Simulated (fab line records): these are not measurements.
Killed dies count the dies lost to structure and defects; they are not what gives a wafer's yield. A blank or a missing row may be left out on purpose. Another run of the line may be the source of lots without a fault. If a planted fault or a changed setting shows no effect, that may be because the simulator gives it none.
What tool caused it? | flow gf180mcu | 10 lots with 30 wafers sampled at 6 steps, on a route of 602 steps

## WHAT EACH GAUGE READ, for each wafer
GF_STI_THK_MEAS_22. Usual: STI_OXIDATION_01_THK gives 15.17 nm (standard deviation 0.27).
lot  | measured    | on            | STI_OXIDATION_01_THK (nm) | flag
L170 | day 2 03:40 | film metro-01 | 15.21 15.46 15.59         |
L172 | day 2 13:43 | film metro-01 | 15.31 15.29 15.28         |
L173 | day 2 23:23 | film metro-04 | 14.96 15.01 15.29         |
L175 | day 3 08:59 | film metro-04 | 15.12 14.81 15.10         |
L176 | day 3 14:40 | film metro-01 | 15.27 15.36 15.40         |
L181 | day 4 12:22 | film metro-04 | 15.16 15.19 15.11         |
L182 | day 4 17:35 | film metro-01 | 14.96 15.18 14.86         |
L183 | day 4 21:40 | film metro-02 | 15.10 15.09 14.91         |
L189 | day 6 07:46 | film metro-04 | 14.83 14.91 14.99         |
L192 | day 6 20:56 | film metro-02 | 15.59 15.41 15.53         |

GF_LVPWELL_TW_MEAS_11. Usual: LVPWELL_TW gives 557 (standard deviation 5.8).
lot  | measured    | on            | LVPWELL_TW  | flag
L170 | day 3 20:51 | film metro-03 | 553 551 550 |
L172 | day 4 09:29 | film metro-03 | 552 552 553 |
L173 | day 4 22:29 | film metro-04 | 561 559 559 |
L175 | day 5 06:23 | film metro-04 | 559 560 560 |
L176 | day 5 11:40 | film metro-04 | 561 559 561 |
L181 | day 6 12:41 | film metro-02 | 561 564 564 |
L182 | day 6 17:31 | film metro-04 | 590 591 591 | OFF
L183 | day 6 22:01 | film metro-02 | 598 598 596 | OFF
L189 | day 8 10:53 | film metro-03 | 551 549 545 |
L192 | day 9 02:31 | film metro-03 | 583 579 580 | OFF

GF_VT_IMPLANT_RS_MEAS_48: measures by four-point-probe. Usual: LVPWELL_RS gives 1196 ohm/sq (standard deviation 3.1).
lot  | measured     | on            | LVPWELL_RS (ohm/sq) | flag
L170 | day 7 14:49  | film metro-04 | 1198 1197 1200      |
L172 | day 8 06:32  | film metro-03 | 1196 1198 1198      |
L173 | day 8 20:32  | film metro-04 | 1196 1196 1197      |
L175 | day 9 05:38  | film metro-02 | 1197 1199 1196      |
L176 | day 9 10:35  | film metro-03 | 1195 1194 1193      |
L181 | day 10 17:08 | film metro-04 | 1201 1198 1200      |
L182 | day 10 22:40 | film metro-04 | 1027 1031 1028      | OFF
L183 | day 11 04:20 | film metro-03 | 1030 1028 1032      | OFF
L189 | day 12 23:53 | film metro-04 | 1201 1203 1197      |
L192 | day 13 18:43 | film metro-02 | 1030 1032 1030      | OFF

## WHICH TOOL RAN EACH LOT (tool, then ch and the chambers of the sampled wafers, then the start)
lot  | GF_LVPWELL_IMPLANT_09                                             | GF_VT_IMPLANT_STRIP_09               | GF_VT_IMPLANT_STRIP_20
L170 | implanter-03 ch 0, day 3 20:38                                    | plasma asher-04 ch 0,1, day 5 14:49  | plasma asher-01 ch 0,1, day 6 05:43
L172 | implanter-03 ch 0, day 4 09:14                                    | plasma asher-04 ch 0,1, day 6 05:14  | plasma asher-01 ch 0,1, day 6 21:19
L173 | implanter-03 ch 0, day 4 22:15                                    | plasma asher-02 ch 0,1, day 6 19:11  | plasma asher-04 ch 0,1, day 7 10:52
L175 | implanter-04 ch 0, day 5 06:08                                    | plasma asher-04 ch 0,1, day 7 04:23  | plasma asher-01 ch 0,1, day 7 19:47
L176 | implanter-03 ch 0, day 5 11:28                                    | plasma asher-04 ch 0,1, day 7 08:17  | plasma asher-02 ch 0,1, day 8 00:22
L181 | implanter-01 ch 0, day 6 12:26                                    | plasma asher-04 ch 0,1, day 8 13:11  | plasma asher-02 ch 0,1, day 9 05:46
L182 | implanter-01 ch 0, day 6 16:58                                    | plasma asher-01 ch 0,1, day 8 17:14  | plasma asher-04 ch 1, day 9 10:47
L183 | implanter-01 ch 0, day 6 21:20                                    | plasma asher-04 ch 0,1, day 8 22:14  | plasma asher-01 ch 0,1, day 9 15:32
L189 | implanter-04 ch 0, day 8 10:39                                    | plasma asher-04 ch 0,1, day 10 15:31 | plasma asher-04 ch 0,1, day 11 09:31
L192 | implanter-04 ch 0, day 9 01:56 and implanter-01 ch 0, day 9 02:16 | plasma asher-04 ch 0,1, day 11 07:38 | plasma asher-02 ch 0,1, day 12 02:41
- GF_LVPWELL_IMPLANT_09
- GF_VT_IMPLANT_STRIP_09: strips in O2/N2.
- GF_VT_IMPLANT_STRIP_20: strips in O2/N2.

## WHAT THE TOOLS THEMSELVES READ (means of the sampled wafers that have a number; where no wafer has one, the mark that the record gives instead)
GF_LVPWELL_IMPLANT_09. Usual: end station pressure torr 5.03e-06 Torr, standard deviation 2.8e-07; faraday current uA 28.2, standard deviation 0.56.
lot  | tool                      | end station pressure torr (Torr) | faraday current uA | flag
L170 | implanter-03              | 4.80e-06                         | 28.1               |
L172 | implanter-03              | 5.26e-06                         | 28.0               |
L173 | implanter-03              | 4.95e-06                         | 28.2               |
L175 | implanter-04              | 5.01e-06                         | 28.1               |
L176 | implanter-03              | 4.90e-06                         | 28.9               |
L181 | implanter-01              | 5.22e-06                         | 28.2               |
L182 | implanter-01              | 5.04e-06                         | 28.0               |
L183 | implanter-01              | 5.17e-06                         | 28.0               |
L189 | implanter-04              | 4.94e-06                         | 27.7               |
L192 | implanter-04/implanter-01 | 4.89e-06                         | 28.2               |

GF_VT_IMPLANT_STRIP_09. Usual: chamber pressure mTorr 1499.8 mTorr, standard deviation 1.3; drypump motor current A 5.8 A, standard deviation 0.43; heater power w 314 W, standard deviation 15; n2 flow sccm 300.1 sccm, standard deviation 0.98; o2 flow sccm 2999 sccm, standard deviation 9.6; oes product au 0.716 a.u., standard deviation 0.0045; platen temp c 250.01 C, standard deviation 0.2; strip time to endpoint s 12.64 s, standard deviation 0.03.
lot  | tool            | chamber pressure mTorr (mTorr) | drypump motor current A (A) | heater power w (W) | n2 flow sccm (sccm) | o2 flow sccm (sccm) | oes product au (a.u.) | platen temp c (C) | strip time to endpoint s (s) | flag
L170 | plasma asher-04 | 1499.2                         | 5.5                         | 311                | 300.2               | 2992                | 0.710                 | 249.84            | 12.64                        |
L172 | plasma asher-04 | 1501.0                         | 5.5                         | 306                | 299.3               | 2993                | 0.723                 | 250.10            | 12.64                        |
L173 | plasma asher-02 | 1499.7                         | 6.3                         | 316                | 300.4               | 2995                | 0.721                 | 250.10            | 12.62                        |
L175 | plasma asher-04 | 1499.0                         | 5.5                         | 313                | 300.1               | 3014                | 0.714                 | 250.11            | 12.65                        |
L176 | plasma asher-04 | 1500.4                         | 5.5                         | 312                | 300.5               | 3001                | 0.716                 | 250.20            | 12.63                        |
L181 | plasma asher-04 | 1498.4                         | 5.5                         | 308                | 300.5               | 3006                | 0.714                 | 250.02            | 12.66                        |
L182 | plasma asher-01 | 1500.4                         | 5.8                         | 332                | 300.4               | 3000                | 0.713                 | 250.06            | 12.66                        |
L183 | plasma asher-04 | 1499.8                         | 5.7                         | 318                | 300.9               | 2989                | 0.718                 | 249.95            | 12.65                        |
L189 | plasma asher-04 | 1499.2                         | 5.5                         | 302                | 299.8               | 2996                | 0.714                 | 249.90            | 12.64                        |
L192 | plasma asher-04 | 1499.8                         | 5.5                         | 308                | 300.7               | 3001                | 0.714                 | 249.91            | 12.69                        |

GF_VT_IMPLANT_STRIP_20. Usual: chamber pressure mTorr 1500.0 mTorr, standard deviation 1.5; drypump motor current A 5.9 A, standard deviation 0.36; heater power w 321 W, standard deviation 16; n2 flow sccm 299.9 sccm, standard deviation 0.76; o2 flow sccm 2998 sccm, standard deviation 7.9; oes product au 0.716 a.u., standard deviation 0.0044; platen temp c 250.01 C, standard deviation 0.19; strip time to endpoint s 12.66 s, standard deviation 0.032.
lot  | tool            | chamber pressure mTorr (mTorr) | drypump motor current A (A) | heater power w (W) | n2 flow sccm (sccm) | o2 flow sccm (sccm) | oes product au (a.u.) | platen temp c (C) | strip time to endpoint s (s) | flag
L170 | plasma asher-01 | 1500.0                         | 5.7                         | 336                | 299.1               | 2999                | 0.717                 | 250.05            | 12.58                        |
L172 | plasma asher-01 | 1500.2                         | 5.7                         | 339                | 299.6               | 3003                | 0.716                 | 249.94            | 12.67                        |
L173 | plasma asher-04 | 1499.4                         | 5.5                         | 307                | 300.8               | 2998                | 0.714                 | 250.10            | 12.66                        |
L175 | plasma asher-01 | 1501.9                         | 5.8                         | 330                | 300.3               | 2994                | 0.713                 | 249.96            | 12.65                        |
L176 | plasma asher-02 | 1500.5                         | 6.3                         | 315                | 300.0               | 2989                | 0.716                 | 249.83            | 12.66                        |
L181 | plasma asher-02 | 1498.6                         | 6.1                         | 301                | 299.7               | 3000                | 0.713                 | 250.01            | 12.67                        |
L182 | plasma asher-04 | 1500.6                         | 5.2                         | 300                | 299.4               | 2991                | 0.717                 | 250.12            | 12.65                        |
L183 | plasma asher-01 | 1499.7                         | 5.8                         | 329                | 298.8               | 2997                | 0.717                 | 250.04            | 12.64                        |
L189 | plasma asher-04 | 1502.4                         | 5.5                         | 306                | 300.3               | 2992                | 0.717                 | 249.95            | 12.67                        |
L192 | plasma asher-02 | 1499.3                         | 6.2                         | 317                | 300.5               | 2999                | 0.718                 | 249.99            | 12.69                        |

## THE ANSWER, worked out from the rows above alone
Rule: take the mean of a lot's wafers that have a number; if it is more than 3 standard deviations from the usual mean, the lot is off. Also off: a lot with no number at a reading for which 4 or more lots have one. Where the step has rows for the other lots, those lots are counted as sound. Order of review: gauges by route order, followed by the tools' own readings, for which a lot's mean as printed above is used. At the first step where some lot is off, the reading lying furthest off is the one used; lots without a number count as furthest.
Off: at GF_LVPWELL_TW_MEAS_11 (LVPWELL_TW), L182, L183, L192.
A tool fits if, at a process step before that reading, it ran every lot that is off, and no sound lot after the first of them. Those tools and the gauges at GF_LVPWELL_TW_MEAS_11 are tried in the same way. One fits: implanter-01 at GF_LVPWELL_IMPLANT_09. A fault onset in the window from L181 (day 6 12:26, its last sound lot) to L182 (day 6 16:58, its first lot off) fits.

## WHAT THE SIMULATOR HAD PUT IN
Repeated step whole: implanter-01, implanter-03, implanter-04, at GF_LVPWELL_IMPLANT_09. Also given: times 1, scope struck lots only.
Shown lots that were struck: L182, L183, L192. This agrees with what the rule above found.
